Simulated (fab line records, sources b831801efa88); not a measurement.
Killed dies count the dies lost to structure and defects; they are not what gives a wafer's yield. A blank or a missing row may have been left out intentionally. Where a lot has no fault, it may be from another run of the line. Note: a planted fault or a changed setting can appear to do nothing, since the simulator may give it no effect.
Which tool is to blame? || flow gf180mcu || 7 lots with 21 wafers sampled at 2 steps, on a route of 602 steps

## WHAT THE GAUGES SHOWED, per wafer
GF_SAB_OVL_MEAS_10.
{"lot": "L820", "measured": "day 15 21:45", "on": "overlay-01", "SAB_OVL (nm)": "-1.3 -2.9 -0.6"}
{"lot": "L823", "measured": "day 16 15:50", "on": "overlay-01", "SAB_OVL (nm)": "-0.9 -0.6 -0.5"}
{"lot": "L826", "measured": "day 18 00:44", "on": "overlay-02", "SAB_OVL (nm)": "1.0 1.4 1.2"}
{"lot": "L829", "measured": "day 18 22:47", "on": "overlay-01", "SAB_OVL (nm)": "1.5 1.7 -0.3"}
{"lot": "L831", "measured": "day 19 08:41", "on": "overlay-02", "SAB_OVL (nm)": "0.0 -0.2 -1.6"}
{"lot": "L834", "measured": "day 20 09:35", "on": "overlay-02", "SAB_OVL (nm)": "-0.8 1.6 0.8"}
{"lot": "L842", "measured": "day 23 05:26", "on": "overlay-02", "SAB_OVL (nm)": "-1.8 0.0 -0.9"}

## TOOL THAT RAN EACH LOT (tool first, then ch and the chambers of the sampled wafers, then the start)
{"lot": "L820", "GF_SAB_CVD_00": "pecvd-01 ch 0,1, day 15 00:28"}
{"lot": "L823", "GF_SAB_CVD_00": "pecvd-01 ch 0,1, day 15 17:22"}
{"lot": "L826", "GF_SAB_CVD_00": "pecvd-01 ch 0,1, day 17 01:34"}
{"lot": "L829", "GF_SAB_CVD_00": "pecvd-01 ch 0,2, day 17 23:52"}
{"lot": "L831", "GF_SAB_CVD_00": "pecvd-01 ch 0,1,2, day 18 08:49"}
{"lot": "L834", "GF_SAB_CVD_00": "pecvd-02 ch 0,1, day 19 09:43"}
{"lot": "L842", "GF_SAB_CVD_00": "pecvd-02 ch 0,1,2, day 22 06:25"}
- GF_SAB_CVD_00: deposits SiO2 from TEOS, target thk 50 nm, time 4.9302 s.

## THE ANSWER, worked out from the rows above alone
Rule: what is usual is taken from the lots themselves. Put in order of their means at a reading, lots are off if they are a third of the lots or fewer, leave a main group of 4 or more, and stand apart from it by a gap of 3 or more times the standard deviation of the main group's means; of several such gaps the widest counts. A main group is skipped when, at the precision printed for the reading in the tables above, its means are all equal. Also off: a lot with no number at a reading for which 4 or more lots have one. Where the step has rows for the other lots, those lots are counted as sound.
No lot is off at any reading shown: from this, nothing can be told.

## WHAT HAD BEEN PUT IN BY THE SIMULATOR
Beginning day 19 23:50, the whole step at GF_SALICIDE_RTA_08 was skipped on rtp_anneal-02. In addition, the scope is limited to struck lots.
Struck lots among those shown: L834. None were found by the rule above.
